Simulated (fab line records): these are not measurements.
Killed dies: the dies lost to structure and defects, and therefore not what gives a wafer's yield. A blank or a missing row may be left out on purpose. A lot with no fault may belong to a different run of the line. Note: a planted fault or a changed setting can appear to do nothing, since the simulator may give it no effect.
What tool caused it?    flow gf180mcu    15 lots with 45 wafers sampled at 5 steps, on a route of 602 steps

## WHAT THE GAUGES SHOWED, per wafer
The record lacks any reading of a measuring or inspecting step that a usual standard deviation could be used to judge.

## WHAT TOOL EACH LOT RAN ON (gives the tool, then ch and the chambers of the sampled wafers, and finally the start)
lot   GF_M1_SPUTTER_00              GF_M1_SPUTTER_01              GF_V1_CMP_04                   GF_V1_ETCH_16                       GF_V1_ETCH_17
L387  pvd_sputter-02, day 16 07:16  pvd_sputter-02, day 16 07:22  cmp-01 ch 0,2,3, day 17 06:24  rie_diel-03 ch 1,2,3, day 18 04:58  rie_diel-03 ch 1,2,3, no start
L388  pvd_sputter-01, day 16 16:41  pvd_sputter-01, day 16 16:47  cmp-01 ch 1,3, day 17 16:53    rie_diel-01 ch 1,2,3, day 18 15:50  rie_diel-01 ch 1,2,3, no start
L390  pvd_sputter-02, day 17 10:28  pvd_sputter-02, day 17 10:34  cmp-01 ch 0,1,3, day 18 10:32  rie_diel-01 ch 0,3, day 19 10:52    rie_diel-01 ch 0,3, no start
L392  pvd_sputter-01, day 18 08:50  pvd_sputter-01, day 18 08:56  cmp-01 ch 1,2,3, day 19 09:51  rie_diel-02 ch 1,2, day 20 10:19    rie_diel-02 ch 1,2, no start
L393  pvd_sputter-01, day 18 11:35  pvd_sputter-01, day 18 11:41  cmp-02 ch 0,1,2, day 19 12:59  rie_diel-01 ch 1,2,3, day 20 13:34  rie_diel-01 ch 1,2,3, no start
L394  pvd_sputter-02, day 18 20:50  pvd_sputter-02, day 18 20:56  cmp-02 ch 0,1,2, day 19 22:41  rie_diel-03 ch 1,2,3, day 20 23:25  rie_diel-03 ch 1,2,3, no start
L395  pvd_sputter-02, day 19 04:11  pvd_sputter-02, day 19 04:17  cmp-02 ch 1,2, day 20 06:11    rie_diel-02 ch 2,3, day 21 05:56    rie_diel-02 ch 2,3, no start
L396  pvd_sputter-01, day 19 15:49  pvd_sputter-01, day 19 15:55  cmp-02 ch 1,2, day 20 17:56    rie_diel-01 ch 2,3, day 21 17:49    rie_diel-01 ch 2,3, no start
L397  pvd_sputter-02, day 20 03:13  pvd_sputter-02, day 20 03:19  cmp-01 ch 1,2,3, day 21 04:39  rie_diel-02 ch 0,2,3, day 22 04:47  rie_diel-02 ch 0,2,3, no start
L398  pvd_sputter-02, day 20 06:49  pvd_sputter-02, day 20 06:55  cmp-02 ch 0,3, day 21 08:13    rie_diel-03 ch 1,3, day 22 08:20    rie_diel-03 ch 1,3, no start
L400  pvd_sputter-04, day 21 10:35  pvd_sputter-04, day 21 10:41  cmp-02 ch 0,3, day 22 10:56    rie_diel-01 ch 0,2,3, day 23 10:22  rie_diel-01 ch 0,2,3, no start
L402  pvd_sputter-01, day 22 04:07  pvd_sputter-01, day 22 04:13  cmp-01 ch 0,1,2, day 23 04:22  rie_diel-01 ch 0,1, day 24 02:58    rie_diel-01 ch 0,1, no start
L406  pvd_sputter-02, day 23 08:10  pvd_sputter-02, day 23 08:16  cmp-02 ch 0,2,3, day 24 07:36  rie_diel-03 ch 0,1,2, day 25 05:50  rie_diel-03 ch 0,1,2, no start
L407  pvd_sputter-02, day 23 13:41  pvd_sputter-02, day 23 13:47  cmp-02 ch 0,1,2, day 24 13:35  rie_diel-02 ch 0,2,3, day 25 11:23  rie_diel-02 ch 0,2,3, no start
L409  pvd_sputter-01, day 24 14:01  pvd_sputter-01, day 24 14:07  cmp-02 ch 0,3, day 25 12:44    rie_diel-01 ch 0,2,3, day 26 10:16  rie_diel-01 ch 0,2,3, no start
- GF_M1_SPUTTER_00: material Ti, target thk 37.5 nm, time 150 s.
- GF_M1_SPUTTER_01: material TiN, target thk 30 nm, time 25 s.
- GF_V1_CMP_04: polishes SiO2.
- GF_V1_ETCH_16: etches BARC in N2/H2.
- GF_V1_ETCH_17: etches SiO2 in C4F8/O2/Ar, stops on TiN, target depth 630 nm.

## AS READ BY THE TOOLS THEMSELVES (means over the sampled wafers that have a number; for cases with no such wafer, the mark the record gives instead)
GF_M1_SPUTTER_00.
lot   tool            throttle_valve_pct (%)
L387  pvd_sputter-02  30.0
L388  pvd_sputter-01  30.5
L390  pvd_sputter-02  30.2
L392  pvd_sputter-01  29.8
L393  pvd_sputter-01  29.9
L394  pvd_sputter-02  30.3
L395  pvd_sputter-02  29.6
L396  pvd_sputter-01  30.4
L397  pvd_sputter-02  30.3
L398  pvd_sputter-02  30.1
L400  pvd_sputter-04  29.3
L402  pvd_sputter-01  30.5
L406  pvd_sputter-02  30.0
L407  pvd_sputter-02  30.0
L409  pvd_sputter-01  29.9

GF_M1_SPUTTER_01.
lot   tool            throttle_valve_pct (%)
L387  pvd_sputter-02  30.0
L388  pvd_sputter-01  30.5
L390  pvd_sputter-02  30.5
L392  pvd_sputter-01  30.0
L393  pvd_sputter-01  29.9
L394  pvd_sputter-02  30.3
L395  pvd_sputter-02  29.5
L396  pvd_sputter-01  30.5
L397  pvd_sputter-02  30.4
L398  pvd_sputter-02  30.0
L400  pvd_sputter-04  29.4
L402  pvd_sputter-01  30.5
L406  pvd_sputter-02  30.1
L407  pvd_sputter-02  29.8
L409  pvd_sputter-01  30.1

GF_V1_CMP_04.
lot   tool    edge_zone_pressure_frac  head_pressure_psi (psi)  motor_current_A (A)  time_to_endpoint_s (s)
L387  cmp-01  1.000                    3.998                    11.3                 80
L388  cmp-01  0.996                    4.004                    10.9                 83
L390  cmp-01  0.995                    4.001                    12.0                 79
L392  cmp-01  1.003                    3.996                    10.9                 80
L393  cmp-02  0.999                    4.001                    12.5                 79
L394  cmp-02  0.999                    4.003                    12.0                 76
L395  cmp-02  1.008                    3.998                    12.0                 80
L396  cmp-02  -                        -                        -                    -
L397  cmp-01  -                        -                        -                    -
L398  cmp-02  -                        -                        -                    -
L400  cmp-02  1.000                    3.997                    11.6                 79
L402  cmp-01  1.003                    4.001                    11.8                 81
L406  cmp-02  0.996                    3.983                    12.0                 80
L407  cmp-02  1.004                    4.007                    12.1                 83
L409  cmp-02  1.000                    3.997                    12.2                 83

GF_V1_ETCH_16.
lot   tool         drypump_motor_current_A (A)  oes_product_au (a.u.)  throttle_valve_pct (%)
L387  rie_diel-03  5.7                          0.852                  13.226
L388  rie_diel-01  5.6                          0.856                  13.224
L390  rie_diel-01  5.5                          0.859                  13.230
L392  rie_diel-02  6.5                          0.861                  13.225
L393  rie_diel-01  5.6                          0.852                  13.233
L394  rie_diel-03  5.7                          0.854                  13.226
L395  rie_diel-02  6.2                          0.853                  13.235
L396  rie_diel-01  5.3                          0.853                  13.234
L397  rie_diel-02  5.9                          0.854                  13.213
L398  rie_diel-03  6.1                          0.856                  13.229
L400  rie_diel-01  5.5                          0.863                  13.225
L402  rie_diel-01  6.2                          0.856                  13.224
L406  rie_diel-03  5.5                          0.851                  13.226
L407  rie_diel-02  5.9                          0.856                  13.229
L409  rie_diel-01  5.5                          0.856                  13.220

GF_V1_ETCH_17.
lot   tool         oes_product_au (a.u.)
L387  rie_diel-03  0.854
L388  rie_diel-01  0.858
L390  rie_diel-01  0.856
L392  rie_diel-02  0.858
L393  rie_diel-01  0.854
L394  rie_diel-03  0.855
L395  rie_diel-02  0.858
L396  rie_diel-01  1.639
L397  rie_diel-02  1.625
L398  rie_diel-03  1.628
L400  rie_diel-01  0.852
L402  rie_diel-01  0.861
L406  rie_diel-03  0.851
L407  rie_diel-02  0.857
L409  rie_diel-01  0.858

## THE ANSWER, worked out from the rows above alone
Rule: what is usual is taken from the lots themselves. Put in order of their means at a reading, lots are off if they are a third of the lots or fewer, leave a main group of 4 or more, and stand apart from it by a gap of 3 or more times the standard deviation of the main group's means; of several such gaps the widest counts. A main group is skipped when, at the precision printed for the reading in the tables above, its means are all equal. Also off: a lot with no number at a reading for which 4 or more lots have one. The other lots that the step has rows for count as sound. After the gauges, taken in route order, come the tools' own readings; for these a lot's mean is taken, as printed above. At the first step where some lot is off, the reading lying furthest off is the one used; lots without a number count as furthest.
Off: L396, L397, L398 (GF_V1_CMP_04, edge_zone_pressure_frac). Without a number there: L396, L397, L398. Main group: mean 1.000, sd 0.0036.
If a tool, at that step or one of the process steps before it, ran each lot that is off and ran no sound lot following the first of them, it fits. Not one of the candidates tried fits.

## WHAT THE SIMULATOR PUT IN
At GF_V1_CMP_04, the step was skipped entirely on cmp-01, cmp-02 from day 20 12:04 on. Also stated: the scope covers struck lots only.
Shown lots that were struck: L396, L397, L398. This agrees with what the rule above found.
